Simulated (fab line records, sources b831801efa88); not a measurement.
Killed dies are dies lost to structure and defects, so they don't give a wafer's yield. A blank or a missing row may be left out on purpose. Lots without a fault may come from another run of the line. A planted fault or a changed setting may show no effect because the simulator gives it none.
fab line records | flow sky130
record lots=12 wafers=36 last_day=50
route steps=708 shown VIA2@507 PAD_OPEN@708
lots that met no fault: from a run of the same line without faults
start_h: hours from the record's first day to the start of the lot's first wafer shown | wait_h: hours since the lot's step before | " the same as in the row above | L1.1+2: a row that stands for several wafers | - no value, or no start given | * or withheld: withheld | < > ~ a bound
route shown NAME@n: a module of which the file shows steps, and the number in the route of the first | usual: mean/standard deviation of fault-free wafers | same: alike in all rows | chamber/n: place in a boat | sites: the reading at each site | _std_site: their standard deviation | _edge_site: outer sites' mean less inner sites' | radius_mm: how far each site lies from the wafer's centre | mask NAME#n: copy n | behind: the tool/chamber that last shaped the wafer | hold: why the lot was held/for how many hours/how that ended | device: the transistor (n, p or np) that didn't switch | end of line: the same wafers' tests at the end of the route | a step without rows: its recipe alone | killed: dies lost to structure and defects at the first sort, not the wafer's yield | map: a wafer's dies, x killed, . not, _ none there
set.NAME: the setting as run; set.NAME@STEP: as run at that earlier step | model.NAME: the simulator's own value behind a step, which no gauge read
steps of the route over a sample of lots; a table a step, a row a wafer
services: from which hour (start_h, from the record's first day; less than 0 if before it) a tool's chamber was out of use, for how many hours, and why
## steps
# step SKY_VIA2_HDPCVD_00
# recipe material=SiO2 target_thk_nm=1180 sigma_open_frac=0.3 time_s=196.7 temp_c=400 sih4_flow_sccm=60 pressure_mtorr=6
# usual pressure_mtorr=6.003/0.01
# columns lot.wafer tool chamber start_h wait_h pressure_mtorr
L912.3 hdpcvd-02 1 838.26 0.0 5.996
L912.4 " 1 " " 6.008
L912.6 " 0 " " 6.008
L913.1 hdpcvd-02 2 838.61 0.0 6.006
L913.4 " 1 " " 6.007
L913.5 " 0 " " 6.009
L911.1 hdpcvd-01 1 842.56 0.0 6.000
L911.2 " 2 " " 6.006
L911.4 " 2 " " 5.990
L914.2 hdpcvd-02 1 842.90 0.0 5.989
L914.5 " 2 " " 5.997
L914.6 " 1 " " 6.003
L917.1 hdpcvd-02 0 871.11 0.0 5.987
L917.3 " 2 " " 6.008
L917.5 " 0 " " 6.002
L925.1 hdpcvd-01 0 926.56 0.0 6.011
L925.5 " 2 " " 6.008
L925.6 " 1 " " 5.997
L926.1 hdpcvd-01 2 928.75 0.0 5.993
L926.3 " 0 " " 6.011
L926.6 " 1 " " 6.012
L927.3 hdpcvd-02 1 938.66 0.0 6.021
L927.4 " 2 " " 5.998
L927.6 " 1 " " 6.009
L928.1 hdpcvd-01 2 945.62 0.0 5.992
L928.4 " 2 " " 5.998
L928.5 " 1 " " 5.990
L931.1 hdpcvd-02 1 983.16 0.0 5.995
L931.4 " 2 " " 6.010
L931.6 " 0 " " 5.993
L933.3 hdpcvd-01 1 984.01 0.0 5.998
L933.5 " 1 " " 5.980
L933.6 " 2 " " 5.985
L932.2 hdpcvd-02 0 985.16 0.0 5.991
L932.5 " 1 " " 6.005
L932.6 " 0 " " 5.987
# step SKY_VIA2_THK_MEAS_01
# recipe reads=SiO2_of_VIA2_HDPCVD_00
# usual VIA2_HDPCVD_THK=1174/11
# columns lot.wafer tool chamber start_h wait_h hold VIA2_HDPCVD_THK[nm]
L912.3 film_metro-02 - 838.40 0.1 - 1174
L912.4 " - " " - 1158
L912.6 " - " " - 1164
L913.1 film_metro-04 - 838.73 0.1 - 1170
L913.4 " - " " - 1171
L913.5 " - " " - 1176
L911.1 film_metro-01 - 842.68 0.1 - 1173
L911.2 " - " " - 1173
L911.4 " - " " - 1178
L914.2 film_metro-02 - 843.04 0.1 await_dispo/0.2h/release 1157
L914.5 " - " " await_dispo/0.2h/release 1749
L914.6 " - " " await_dispo/0.2h/release 1766
L914.2 film_metro-02 - 843.32 0.3 - 1159
L914.5 " - " " - 1749
L914.6 " - " " - 1766
L917.1 film_metro-01 - 871.30 0.1 await_dispo/0.2h/release 1172
L917.3 " - " " await_dispo/0.2h/release 1170
L917.5 " - " " await_dispo/0.2h/release 1770
L917.1 film_metro-01 - 871.53 0.2 - 1174
L917.3 " - " " - 1170
L917.5 " - " " - 1770
L925.1 film_metro-01 - 926.69 0.1 - 1158
L925.5 " - " " - 1178
L925.6 " - " " - 1163
L926.1 film_metro-01 - 928.87 0.1 - 1185
L926.3 " - " " - 1187
L926.6 " - " " - 1187
L927.3 film_metro-02 - 938.80 0.1 - 1173
L927.4 " - " " - 1183
L927.6 " - " " - 1169
L928.1 film_metro-04 - 945.75 0.1 - 1166
L928.4 " - " " - 1164
L928.5 " - " " - 1155
L931.1 film_metro-02 - 983.28 0.1 - 1178
L931.4 " - " " - 1167
L931.6 " - " " - 1182
L933.3 film_metro-02 - 984.16 0.1 - 1186
L933.5 " - " " - 1170
L933.6 " - " " - 1174
L932.2 film_metro-02 - 985.30 0.1 - 1164
L932.5 " - " " - 1174
L932.6 " - " " - 1172
# step SKY_VIA2_CD_MEAS_12
# recipe target_cd_nm=200
# usual cd_nm=200.0/1.5
# columns lot.wafer tool chamber start_h wait_h cd_nm
L912.3 cd_sem-02 - 863.77 - 200.1
L912.4 " - " " 200.3
L912.6 " - " " 201.4
L913.1 cd_sem-02 - 863.85 - 201.0
L913.4 " - " " 200.5
L913.5 " - " " 201.5
L911.1 cd_sem-02 - 868.19 - 199.2
L911.2 " - " " 198.4
L911.4 " - " " 198.6
L914.2 cd_sem-02 - 868.90 - 199.8
L914.5 " - " " 200.8
L914.6 " - " " 199.3
L917.1 cd_sem-01 - 897.19 - 200.8
L917.3 " - " " 201.9
L917.5 " - " " 201.9
L925.1 cd_sem-02 - 951.14 - 200.7
L925.5 " - " " 197.9
L925.6 " - " " 198.8
L926.1 cd_sem-02 - 953.44 - 200.3
L926.3 " - " " 199.0
L926.6 " - " " 199.2
L927.3 cd_sem-02 - 963.53 - 200.4
L927.4 " - " " 201.7
L927.6 " - " " 202.0
L928.1 cd_sem-02 - 970.14 - 198.5
L928.4 " - " " 197.5
L928.5 " - " " 197.8
L931.1 cd_sem-02 - 1006.74 - 202.2
L931.4 " - " " 201.4
L931.6 " - " " 203.0
L933.3 cd_sem-02 - 1007.53 - 198.5
L933.5 " - " " 199.8
L933.6 " - " " 199.2
L932.2 cd_sem-01 - 1008.40 - 200.9
L932.5 " - " " 200.0
L932.6 " - " " 200.0
# step SKY_VIA2_ETCH_15
# recipe target=SiO2 chemistry=C4F8/O2/Ar target_depth_nm=546 stop_on=TiN mask_material=KrF-thick source_w=1500 bias_w=1200 pressure_mtorr=40 c4f8_flow_sccm=withheld O2_flow_sccm=6 Ar_flow_sccm=300 time_s=84
# usual oes_product_au=0.939/0.0046
# columns lot.wafer tool chamber start_h wait_h oes_product_au rf_hours_counter_h
L912.3 rie_diel-01 0 863.93 0.0 0.941 11
L912.4 " 2 " " 0.942 25
L912.6 " 2 " " 0.944 -
L913.1 rie_diel-04 0 864.05 0.0 0.939 20
L913.4 " 3 " " 0.939 5
L913.5 " 1 " " 0.938 -
L911.1 rie_diel-03 3 868.38 0.0 0.937 14
L911.2 " 1 " " 0.941 24
L911.4 " 2 " " 0.937 8
L914.2 rie_diel-03 3 869.08 0.0 0.939 14
L914.5 " 2 " " 0.940 -
L914.6 " 1 " " 0.937 -
L917.1 rie_diel-04 1 897.38 0.0 0.941 11
L917.3 " 0 " " 0.941 21
L917.5 " 3 " " 0.948 -
L925.1 rie_diel-01 0 951.33 0.0 0.932 15
L925.5 " 1 " " 0.936 -
L925.6 " 0 " " 0.933 -
L926.1 rie_diel-03 3 953.64 0.0 0.941 17
L926.3 " 0 " " 0.934 18
L926.6 " 0 " " 0.942 -
L927.3 rie_diel-01 3 963.69 0.0 0.941 13
L927.4 " 2 " " 0.936 28
L927.6 " 0 " " 0.940 -
L928.1 rie_diel-03 1 970.33 0.0 0.943 27
L928.4 " 2 " " 0.941 11
L928.5 " 1 " " 0.937 -
L931.1 rie_diel-01 0 1006.94 0.0 0.936 17
L931.4 " 1 " " 0.931 16
L931.6 " 2 " " 0.934 -
L933.3 rie_diel-03 3 1007.68 0.0 0.943 18
L933.5 " 2 " " 0.933 -
L933.6 " 1 " " 0.941 -
L932.2 rie_diel-01 3 1008.58 0.0 0.933 15
L932.5 " 1 " " 0.944 -
L932.6 " 0 " " 0.944 -
# step SKY_VIA2_THK_MEAS_23
# recipe thk_meas_gauge=xrf reads=W_of_VIA2_CVD_21
# usual VIA2_W_THK=446/9.3
# columns lot.wafer tool chamber start_h wait_h VIA2_W_THK[nm]
L912.3 film_metro-04 - 864.92 0.1 458
L912.4 " - " " 448
L912.6 " - " " 457
L913.1 film_metro-01 - 865.06 0.1 449
L913.4 " - " " 446
L913.5 " - " " 443
L911.1 film_metro-04 - 869.35 0.1 458
L911.2 " - " " 453
L911.4 " - " " 455
L914.2 film_metro-04 - 870.06 0.1 453
L914.5 " - " " 459
L914.6 " - " " 456
L917.1 film_metro-04 - 898.39 0.1 451
L917.3 " - " " 455
L917.5 " - " " 448
L925.1 film_metro-02 - 952.30 0.1 437
L925.5 " - " " 440
L925.6 " - " " 436
L926.1 film_metro-02 - 954.61 0.1 435
L926.3 " - " " 431
L926.6 " - " " 434
L927.3 film_metro-04 - 964.70 0.1 460
L927.4 " - " " 463
L927.6 " - " " 449
L928.1 film_metro-02 - 971.30 0.1 447
L928.4 " - " " 449
L928.5 " - " " 439
L931.1 film_metro-02 - 1007.95 0.1 437
L931.4 " - " " 435
L931.6 " - " " 443
L933.3 film_metro-01 - 1008.81 0.1 454
L933.5 " - " " 448
L933.6 " - " " 451
L932.2 film_metro-02 - 1009.59 0.1 438
L932.5 " - " " 437
L932.6 " - " " 429
# step SKY_PAD_OPEN_PROBE_99
# usual defect_limited_yield=82.5/1.9 killed_at_M0_to_M3=44/7.2 killed_at_M4_up=3.1/1.7 killed_at_contacts=25/5.1 killed_at_front_end=14/4.6 killed_at_other=0.3/0.59 killed_dies=86/9.6 killed_open=47/7.4 killed_short=39/6 sort_bin_3_pad_short=0.8/0.4 sort_bin_5_function=10.4/1.5 sort_bin_6_memory=6.2/1.1 sort_n_pass=406/9.6 sort_yield_pct=82.5/1.9
# same gross_dies=492 killed_at_back_side=0 sort_bin_4_leakage[%]=0 sort_bin_8_speed[%]=0
# columns lot.wafer tool chamber start_h wait_h defect_limited_yield[%] killed_at_M0_to_M3 killed_at_M4_up killed_at_contacts killed_at_front_end killed_at_other killed_dies killed_open killed_short sort_bin_3_pad_short[%] sort_bin_5_function[%] sort_bin_6_memory[%] sort_n_pass sort_yield_pct[%]
L912.3 prober-02 - 1086.97 0.2 80.9 45 3 25 20 1 94 50 44 1.0 9.8 8.3 398 80.9
L912.4 prober-02 - 1087.02 0.2 81.9 45 3 30 11 0 89 51 38 1.2 9.8 7.1 403 81.9
L912.6 prober-02 - 1087.12 0.2 83.7 37 5 26 12 0 80 54 26 0.6 10.4 5.3 412 83.7
L911.1 prober-02 - 1088.37 0.1 82.3 42 2 20 23 0 87 44 43 1.4 10.4 5.9 405 82.3
L911.2 prober-02 - 1088.42 0.1 82.9 52 1 23 8 0 84 45 39 1.2 10.0 5.9 408 82.9
L911.4 prober-02 - 1088.52 0.2 87.8 33 1 15 10 1 60 23 37 0.6 6.9 4.7 432 87.8
L917.1 prober-01 - 1112.60 0.1 83.1 45 3 25 10 0 83 50 33 0.4 11.0 5.5 409 83.1
L917.3 prober-01 - 1112.70 0.2 79.7 59 5 24 9 3 100 48 52 0.8 11.0 8.5 392 79.7
L917.5 prober-01 - 1112.80 0.2 85.6 24 6 23 18 0 71 34 37 1.0 8.5 4.9 421 85.6
L926.1 prober-02 - 1158.98 0.1 84.1 38 4 22 14 0 78 39 39 0.4 8.5 6.9 414 84.1
L926.3 prober-02 - 1159.08 0.2 79.9 53 4 29 12 1 99 47 52 1.0 12.2 6.9 393 79.9
L926.6 prober-02 - 1159.23 0.2 83.9 42 3 20 14 0 79 48 31 1.6 8.3 6.1 413 83.9
L927.3 prober-01 - 1165.56 0.2 81.9 51 3 26 9 0 89 43 46 1.0 9.3 7.7 403 81.9
L927.4 prober-01 - 1165.61 0.2 83.3 49 2 18 13 0 82 44 38 0.4 11.2 5.1 410 83.3
L927.6 prober-01 - 1165.71 0.2 85.6 35 5 18 12 1 71 40 31 0.8 9.6 4.1 421 85.6
L928.1 prober-02 - 1167.71 0.1 81.5 46 0 22 23 0 91 51 40 1.2 10.8 6.5 401 81.5
L928.4 prober-02 - 1167.86 0.2 82.9 50 2 24 7 1 84 53 31 0.6 10.2 6.3 408 82.9
L928.5 prober-02 - 1167.91 0.2 84.1 44 3 14 16 1 78 43 35 0.8 8.7 6.3 414 84.1
# killed by level:class
L912.3 VIA1:geometric_particle:open=12 FIELD_ISO:geometric_particle:short=9 CONTACT:geometric_particle:open=9 VIA3:geometric_particle:open=8 LI_CONTACT:geometric_particle:open=7 VIA2:geometric_particle:open=7 VIA3:geometric_particle:short=6 POLY_GATE:geometric_particle:short=4
L912.4 CONTACT:geometric_particle:open=13 VIA1:geometric_particle:open=10 VIA2:geometric_particle:open=10 CONTACT:geometric_particle:short=6 LI_CONTACT:geometric_particle:open=6 METAL1:geometric_particle:short=5 VIA1:geometric_particle:short=5 METAL2:geometric_particle:short=4
L912.6 VIA1:geometric_particle:open=13 CONTACT:geometric_particle:open=12 VIA2:geometric_particle:open=7 FIELD_ISO:geometric_particle:open=6 LI_CONTACT:geometric_particle:open=6 CONTACT:geometric_particle:short=4 METAL4:geometric_particle:short=4 VIA3:geometric_particle:open=4
L911.1 VIA1:geometric_particle:open=9 LI_CONTACT:geometric_particle:short=8 FIELD_ISO:geometric_particle:short=7 VIA2:geometric_particle:open=7 METAL1:geometric_particle:short=6 FIELD_ISO:geometric_particle:open=5 LI_CONTACT:geometric_particle:open=5 VIA3:geometric_particle:open=5
L911.2 VIA1:geometric_particle:open=14 CONTACT:geometric_particle:open=13 VIA3:geometric_particle:open=6 METAL1:geometric_particle:short=5 VIA2:geometric_particle:open=5 METAL3:geometric_particle:short=5 FIELD_ISO:geometric_particle:short=4 VIA1:geometric_particle:short=4
L911.4 METAL2:geometric_particle:short=9 CONTACT:geometric_particle:open=6 METAL1:geometric_particle:short=6 VIA3:geometric_particle:open=6 POLY_GATE:geometric_particle:short=4 FIELD_ISO:geometric_particle:short=3 VIA1:geometric_particle:short=3 CONTACT:geometric_particle:short=3
L917.1 VIA1:geometric_particle:open=9 CONTACT:geometric_particle:open=9 VIA1:geometric_particle:short=8 METAL2:geometric_particle:short=7 FIELD_ISO:geometric_particle:open=6 LI_CONTACT:geometric_particle:open=6 VIA3:geometric_particle:open=6 VIA2:geometric_particle:open=4
L917.3 VIA1:geometric_particle:open=15 METAL2:geometric_particle:short=12 CONTACT:geometric_particle:open=8 METAL1:geometric_particle:short=7 LI_CONTACT:geometric_particle:open=5 LOCAL_INTERCONNECT:geometric_particle:short=5 VIA1:geometric_particle:short=5 METAL2:geometric_particle:open=4
L917.5 VIA1:geometric_particle:open=9 LI_CONTACT:geometric_particle:open=7 FIELD_ISO:geometric_particle:short=6 CONTACT:geometric_particle:open=6 CONTACT:geometric_particle:short=5 FIELD_ISO:geometric_particle:open=4 POLY_GATE:geometric_particle:short=4 METAL4:geometric_particle:short=4
L926.1 VIA3:geometric_particle:open=10 VIA1:geometric_particle:open=7 LI_CONTACT:geometric_particle:open=6 CONTACT:geometric_particle:open=5 METAL1:geometric_particle:short=5 VIA1:geometric_particle:short=5 POLY_GATE:geometric_particle:short=4 METAL4:geometric_particle:short=4
L926.3 CONTACT:geometric_particle:open=13 METAL1:geometric_particle:short=12 LOCAL_INTERCONNECT:geometric_particle:short=7 VIA1:geometric_particle:open=7 METAL2:geometric_particle:short=7 VIA2:geometric_particle:short=6 LI_CONTACT:geometric_particle:open=5 METAL3:geometric_particle:short=5
L926.6 VIA1:geometric_particle:open=10 VIA2:geometric_particle:open=9 CONTACT:geometric_particle:open=8 VIA3:geometric_particle:open=7 METAL3:geometric_particle:short=5 LI_CONTACT:geometric_particle:open=5 FIELD_ISO:geometric_particle:open=4 POLY_GATE:geometric_particle:open=3
L927.3 VIA1:geometric_particle:open=12 CONTACT:geometric_particle:open=9 LI_CONTACT:geometric_particle:open=7 METAL2:geometric_particle:short=7 METAL3:geometric_particle:short=7 VIA2:geometric_particle:open=5 VIA2:geometric_particle:short=5 CONTACT:geometric_particle:short=4
L927.4 VIA1:geometric_particle:open=13 CONTACT:geometric_particle:open=8 METAL1:geometric_particle:short=8 METAL2:geometric_particle:short=6 VIA3:geometric_particle:open=6 VIA2:geometric_particle:open=5 FIELD_ISO:geometric_particle:open=4 LI_CONTACT:geometric_particle:short=4
L927.6 VIA1:geometric_particle:open=8 CONTACT:geometric_particle:open=7 VIA2:geometric_particle:open=6 CONTACT:geometric_particle:short=5 FIELD_ISO:geometric_particle:open=4 LI_CONTACT:geometric_particle:open=4 VIA1:geometric_particle:short=4 METAL1:geometric_particle:short=4
L928.1 VIA1:geometric_particle:open=13 CONTACT:geometric_particle:open=10 FIELD_ISO:geometric_particle:short=9 VIA2:geometric_particle:open=7 FIELD_ISO:geometric_particle:open=5 CONTACT:geometric_particle:short=5 VIA3:geometric_particle:open=5 VIA1:geometric_particle:short=4
L928.4 CONTACT:geometric_particle:open=12 VIA2:geometric_particle:open=11 VIA1:geometric_particle:open=8 CONTACT:geometric_particle:short=7 VIA3:geometric_particle:open=6 METAL1:geometric_particle:short=5 LI_CONTACT:geometric_particle:open=4 VIA1:geometric_particle:short=4
L928.5 VIA1:geometric_particle:open=10 METAL2:geometric_particle:short=8 VIA1:geometric_particle:short=7 VIA2:geometric_particle:open=7 FIELD_ISO:geometric_particle:open=5 CONTACT:geometric_particle:short=5 FIELD_ISO:geometric_particle:short=4 POLY_GATE:geometric_particle:open=4
## services
# columns tool chamber start_h hours kind
rie_diel-03 2 815.28 19.9 repair
rie_diel-03 3 846.48 13.8 repair
hdpcvd-02 1 864.52 26.8 repair
rie_diel-01 2 900.28 6.2 repair
rie_diel-04 0 904.07 15.2 repair
rie_diel-04 3 906.98 12.1 repair
rie_diel-04 - 917.70 1.0 repair
rie_diel-03 2 948.59 1.4 repair
hdpcvd-01 - 950.25 15.0 pm
hdpcvd-01 0 950.25 15.0 vent_cycle
hdpcvd-01 1 950.25 15.0 vent_cycle
hdpcvd-01 2 950.25 15.0 vent_cycle
hdpcvd-01 0 965.25 - clean
hdpcvd-01 1 965.25 - clean
hdpcvd-01 2 965.25 - clean
hdpcvd-02 - 965.25 0.8 pm
hdpcvd-02 - 973.60 3.4 repair
rie_diel-01 2 974.18 - clean
rie_diel-01 2 974.18 - consumable_replace:showerhead
rie_diel-01 2 974.18 17.7 scheduled_down
rie_diel-01 2 974.18 17.7 vent_cycle
rie_diel-01 - 977.07 0.7 repair
rie_diel-03 - 988.10 2.8 pm
rie_diel-04 0 1005.33 13.8 repair
## key
first_sign step=SKY_VIA2_THK_MEAS_01 reading=visit direction=added
effect step=SKY_VIA2_THK_MEAS_01 reading=VIA2_HDPCVD_THK direction=up sigmas=55 usual=1174 struck=1762
met_at SKY_VIA2_HDPCVD_00
struck_lots L914,L917
struck_wafers L914.5,L914.6,L917.5
not_acting_at SKY_VIA2_CD_MEAS_12,SKY_VIA2_ETCH_15,SKY_VIA2_THK_MEAS_23
onset_between 838.61 842.90
fault kind=process_parameter_drift tool=hdpcvd-02 chamber=- onset_h=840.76 steps=SKY_VIA2_HDPCVD_00 channel=target_thk_nm offset=585.15 shape=step end_h=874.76 scope=struck_wafers_only acts_in=these_recipes_only stated=1180
